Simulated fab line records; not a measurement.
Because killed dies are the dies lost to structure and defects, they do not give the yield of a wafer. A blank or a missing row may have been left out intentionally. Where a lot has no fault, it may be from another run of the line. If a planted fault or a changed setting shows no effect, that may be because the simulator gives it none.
A struck lot beside a sound one :: flow sky130 :: 42 steps out of a route of 708
Sound: the wafers L526.1, L526.3, L526.5. The struck wafers were L527.2, L527.3, L527.4. The cause is named last.
Per side, at each step with rows, come the tool, then ch with its chambers, and then its first start. Under that, the readings that differ: sound wafers :: struck wafers :: difference of the means :: sigmas: that difference in standard deviations of wafers without a fault.
alike: same words and numbers on both sides, and readings whose means sit less than 2 such deviations apart. not compared: any withheld reading, any reading some wafer has no value for, any bound like >300 that may hide the same value, and any number with overlapping values for which the record gives no deviation.
Wherever a step has rows on one side only, a row that says differs or no value, or a row with sigmas, the two part there. When numbers do not overlap yet have no deviation, they are printed without sigmas and do not part them. A reading missing from all wafers of one side parts the sides only when that side holds two or more wafers.

SKY_NWELL_OVL_MEAS_10:
  struck on overlay-02, day 6 05:11; sound on overlay-01, day 5 03:27
  alike: NWELL_00_OVL
then, 3 steps without rows for these wafers: SKY_NWELL_IMPLANT_11; SKY_NWELL_IMPLANT_12; SKY_NWELL_IMPLANT_13.
SKY_NWELL_STRIP_14: strips in O2/N2.
  sound on plasma asher-01 ch 1, day 5 03:56; struck on plasma asher-01 ch 0,1, day 6 05:40
  alike: drypump motor current A, o2 flow sccm, oes product au, strip time to endpoint s
  not compared: rf hours counter h
SKY_NWELL_TW_MEAS_15:
  struck on film metro-02, day 6 05:47; sound on film metro-02, day 5 04:02
  alike: NWELL_TW
then, 6 steps without rows for these wafers: SKY_NWELL_DEHYDRATE_16 (time 60 s); SKY_NWELL_HMDS_17 (prime time 60 s); SKY_NWELL_COAT_18 (resist thk 3000 nm); SKY_NWELL_SOFTBAKE_19; SKY_NWELL_EXPOSE_20 (exposes mask NWM COMPLEMENT, target cd 840 nm); SKY_NWELL_PEB_21.
SKY_NWELL_DEVELOP_22: develop time 60 s.
  sound on litho track-01 ch 0, day 5 21:00; struck on litho track-04 ch 0, day 7 00:00
  alike: chill plate temp C
SKY_NWELL_OVL_MEAS_23:
  struck on overlay-02, day 7 01:01; sound on overlay-01, day 5 21:26
  alike: NWELL_01_OVL
after that, 1 step had no rows for these wafers: SKY_NWELL_IMPLANT_24.
SKY_NWELL_STRIP_25: strips in O2/N2.
  sound on plasma asher-02 ch 0, day 5 21:37; struck on plasma asher-04 ch 0,1, day 7 01:11
reading: strip time to endpoint s (s)
sound: 37.11 37.08 36.99
struck: 36.91 36.86 36.80
difference: -0.20
sigmas: -2
  alike: drypump motor current A, o2 flow sccm, oes product au
  not compared: rf hours counter h
SKY_NWELL_TW_MEAS_26:
  struck on film metro-04, day 7 01:18; sound on film metro-03, day 5 21:43
  alike: NWELL_2_TW
then, 1 step without rows for these wafers: SKY_NWELL_CLEAN_27 (cleans in SC1/SC2, time 150 s).
SKY_NWELL_RTA_28: time 30 s.
  sound on rtp anneal-01 ch 0, day 5 21:50; struck on rtp anneal-01 ch 0, day 7 01:25
  alike: anneal temp c max, lamp power pct, ramp up c per s, wafer_temp_C_max
SKY_NWELL_RS_MEAS_29: a four-point-probe measurement.
  struck on film metro-02, day 7 01:31; sound on film metro-04, day 5 21:56
reading: NWELL_RS (ohm/sq)
sound: 625.9 628.0 625.3
struck: 619.7 620.1 621.6
difference: -5.9
sigmas: -4
SKY_NWELL_RS_MEAS_31: a four-point-probe measurement.
  struck on film metro-02, day 7 01:46; sound on film metro-04, day 5 22:10
  alike: PWDE_RS
then, 7 steps without rows for these wafers: SKY_VT_ADJUST_HVTP_DEHYDRATE_00 (time 60 s); SKY_VT_ADJUST_HVTP_HMDS_01 (prime time 60 s); SKY_VT_ADJUST_HVTP_COAT_02 (resist thk 1140 nm); SKY_VT_ADJUST_HVTP_SOFTBAKE_03 (time 60 s); SKY_VT_ADJUST_HVTP_EXPOSE_04 (exposes mask HVTPM, target cd 380 nm); SKY_VT_ADJUST_HVTP_PEB_05; SKY_VT_ADJUST_HVTP_DEVELOP_06 (develop time 60 s).
SKY_VT_ADJUST_HVTP_CD_MEAS_07: target cd 380 nm.
  struck on cd sem-02, day 7 20:46; sound on cd sem-01, day 6 17:10
  alike: cd nm
SKY_VT_ADJUST_HVTP_OVL_MEAS_08:
  struck on overlay-02, day 7 20:52; sound on overlay-02, day 6 17:17
  alike: VT_ADJUST_HVTP_OVL
after that, 1 step had no rows for these wafers: SKY_VT_ADJUST_HVTP_IMPLANT_09.
SKY_VT_ADJUST_HVTP_STRIP_10: strips in O2/N2.
  sound on plasma asher-04 ch 0, day 6 17:28; struck on plasma asher-04 ch 0,1, day 7 21:02
  alike: drypump motor current A, o2 flow sccm, oes product au, strip time to endpoint s
  not compared: rf hours counter h
SKY_VT_ADJUST_HVTP_TW_MEAS_11:
  struck on film metro-04, day 7 21:09; sound on film metro-03, day 6 17:34
  alike: VT_ADJUST_HVTP_TW
then, 7 steps without rows for these wafers: SKY_VT_ADJUST_LVTN_DEHYDRATE_00 (time 60 s); SKY_VT_ADJUST_LVTN_HMDS_01 (prime time 60 s); SKY_VT_ADJUST_LVTN_COAT_02 (resist thk 3000 nm); SKY_VT_ADJUST_LVTN_SOFTBAKE_03; SKY_VT_ADJUST_LVTN_EXPOSE_04 (exposes mask NWM COMPLEMENT LESS NATIVE, target cd 840 nm); SKY_VT_ADJUST_LVTN_PEB_05; SKY_VT_ADJUST_LVTN_DEVELOP_06 (develop time 60 s).
SKY_VT_ADJUST_LVTN_OVL_MEAS_07:
  struck on overlay-02, day 8 17:35; sound on overlay-01, day 7 13:20
  alike: VT_ADJUST_LVTN_OVL
-- a jump in the record: the struck wafers' starts before and after are 39 days apart (it breaks off in module VT_ADJUST_LVTN and resumes in module PAD_OPEN, where the first step shown is number 708 of the route) --
SKY_PAD_OPEN_PROBE_99:
  struck on prober-02, day 47 15:08; sound on prober-01, day 46 11:15
reading: model.etest.pfet_16v.r on ohm um
sound: 1.502e+04 1.456e+04 1.471e+04
struck: 1.599e+04 1.586e+04 1.605e+04
difference: +1.203e+03
sigmas: 

reading: model.etest.nfet_16v.r on ohm um
sound: 1.427e+04 1.413e+04 1.419e+04
struck: 1.335e+04 1.323e+04 1.334e+04
difference: -8.900e+02
sigmas: 

reading: model.etest.res iso pwell.width nm (nm)
sound: 2651 2650 2650
struck: 2493 2487 2504
difference: -156
sigmas: 

reading: model.etest.res nwell.line ohm um
sound: 1095 1083 1078
struck: 1037 1026 1027
difference: -55
sigmas: 

reading: model.etest.res nwell.width nm (nm)
sound: 832.1 829.4 828.7
struck: 892.4 893.8 894.9
difference: +63.6
sigmas: 

reading: model.etest.pfet_16v.drive ua um
sound: 249.8 257.5 253.6
struck: 227.1 225.8 226.3
difference: -27.2
sigmas: 

reading: model.etest.nfet_16v.drive ua um
sound: 219.8 223 224
struck: 230.5 233.4 226.6
difference: +7.9
sigmas: 

reading: model.etest.iso nwell nwell.leak log10 a um
sound: -13.39 -13.57 -13.4
struck: -13.2 -12.83 -12.83
difference: +0.5
sigmas: 
  alike: killed_at_M0_to_M3, killed_at_M4_up, killed at contacts, killed at front end, killed at other, killed dies, killed on rim, killed open, killed short

WHERE THEY PART
Last at SKY_NWELL_RS_MEAS_29 as far as this record goes, first at SKY_NWELL_STRIP_25. Later steps at which nothing parts them and some readings are alike: SKY_NWELL_RS_MEAS_31, SKY_VT_ADJUST_HVTP_CD_MEAS_07, SKY_VT_ADJUST_HVTP_OVL_MEAS_08, SKY_VT_ADJUST_HVTP_STRIP_10, SKY_VT_ADJUST_HVTP_TW_MEAS_11, SKY_VT_ADJUST_LVTN_OVL_MEAS_07, SKY_PAD_OPEN_PROBE_99.

WHY: what the simulator had put in
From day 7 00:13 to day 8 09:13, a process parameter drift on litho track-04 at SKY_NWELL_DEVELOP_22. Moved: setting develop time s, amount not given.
